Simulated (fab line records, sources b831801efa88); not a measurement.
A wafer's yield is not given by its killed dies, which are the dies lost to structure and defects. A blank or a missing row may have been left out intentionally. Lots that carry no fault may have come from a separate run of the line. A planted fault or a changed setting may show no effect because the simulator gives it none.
Which tool did it? || flow sky130 || 6 lots, 18 wafers sampled, at 3 steps of a route of 708

WHAT EACH GAUGE READ, for each wafer
SKY_LDD_LDN_TW_MEAS_13.
{"lot": "L795", "measured": "day 23 09:46", "on": "film-metro-01", "LDD_LDN_TW": "1486 1483 1484"}
{"lot": "L797", "measured": "day 23 21:43", "on": "film-metro-04", "LDD_LDN_TW": "1489 1484 1482"}
{"lot": "L800", "measured": "day 25 08:55", "on": "film-metro-01", "LDD_LDN_TW": "1477 1479 1469"}
{"lot": "L809", "measured": "day 28 07:47", "on": "film-metro-04", "LDD_LDN_TW": "1425 1427 1421"}
{"lot": "L813", "measured": "day 29 04:45", "on": "film-metro-01", "LDD_LDN_TW": "1480 1489 1476"}
{"lot": "L815", "measured": "day 30 09:57", "on": "film-metro-04", "LDD_LDN_TW": "1476 1478 1473"}

EACH LOT AND THE TOOL THAT RAN IT (in order: tool; ch and the chambers of the sampled wafers; start)
{"lot": "L795", "SKY_FIELD_ISO_ETCH_15": "rie-diel-03 ch 0,2, day 2 10:14", "SKY_LDD_LDN_IMPLANT_08": "implanter-03 ch 0, day 23 09:04"}
{"lot": "L797", "SKY_FIELD_ISO_ETCH_15": "rie-diel-03 ch 0,1,3, day 2 19:59", "SKY_LDD_LDN_IMPLANT_08": "implanter-03 ch 0, day 23 21:02"}
{"lot": "L800", "SKY_FIELD_ISO_ETCH_15": "rie-diel-01 ch 0,1,3, day 3 12:53", "SKY_LDD_LDN_IMPLANT_08": "implanter-02 ch 0, day 25 08:13"}
{"lot": "L809", "SKY_FIELD_ISO_ETCH_15": "rie-diel-02 ch 0,2, day 5 11:08", "SKY_LDD_LDN_IMPLANT_08": "implanter-02 ch 0, day 28 07:05"}
{"lot": "L813", "SKY_FIELD_ISO_ETCH_15": "rie-diel-03 ch 1,3, day 6 07:29", "SKY_LDD_LDN_IMPLANT_08": "implanter-01 ch 0, day 29 04:03"}
{"lot": "L815", "SKY_FIELD_ISO_ETCH_15": "rie-diel-02 ch 2,3, day 6 18:14", "SKY_LDD_LDN_IMPLANT_08": "implanter-03 ch 0, day 30 09:15"}
- SKY_FIELD_ISO_ETCH_15: etches the open film in CHF3/O2, stops on Si, target depth 180 nm, time 72 s.
- SKY_LDD_LDN_IMPLANT_08

THE ANSWER, worked out from the rows above alone
Rule: what is usual is taken from the lots themselves. The widest of any qualifying gaps counts: lots, ordered by their means at a reading, are off when they make up no more than a third of the lots, leave a main group of 4 or more, and stand apart from it by 3 or more times the standard deviation of that group's means. Not used: any main group whose means are identical at the precision the tables above print for the reading. A lot without any number at a reading at which 4 lots or more have one is off too. All remaining lots with rows at the step are treated as sound.
Off: at SKY_LDD_LDN_TW_MEAS_13 (LDD_LDN_TW), L809. The main group has a mean of 1480 with a standard deviation of 4.2.
If a tool, at a process step before that reading, ran all the lots that are off and no sound lot after the first of them, it fits. Gauges at SKY_LDD_LDN_TW_MEAS_13: tried the same way as those tools. One fits: implanter-02 at SKY_LDD_LDN_IMPLANT_08. Its last sound lot is L800 (day 25 08:13), its first lot that is off L809 (day 28 07:05): a fault that began between those two fits.

WHAT THE SIMULATOR HAD PUT IN
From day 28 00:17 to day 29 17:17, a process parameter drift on implanter-02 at SKY_LDD_LDN_IMPLANT_08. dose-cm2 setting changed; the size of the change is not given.
Shown lots that were struck: L809. Same finding as the rule above.
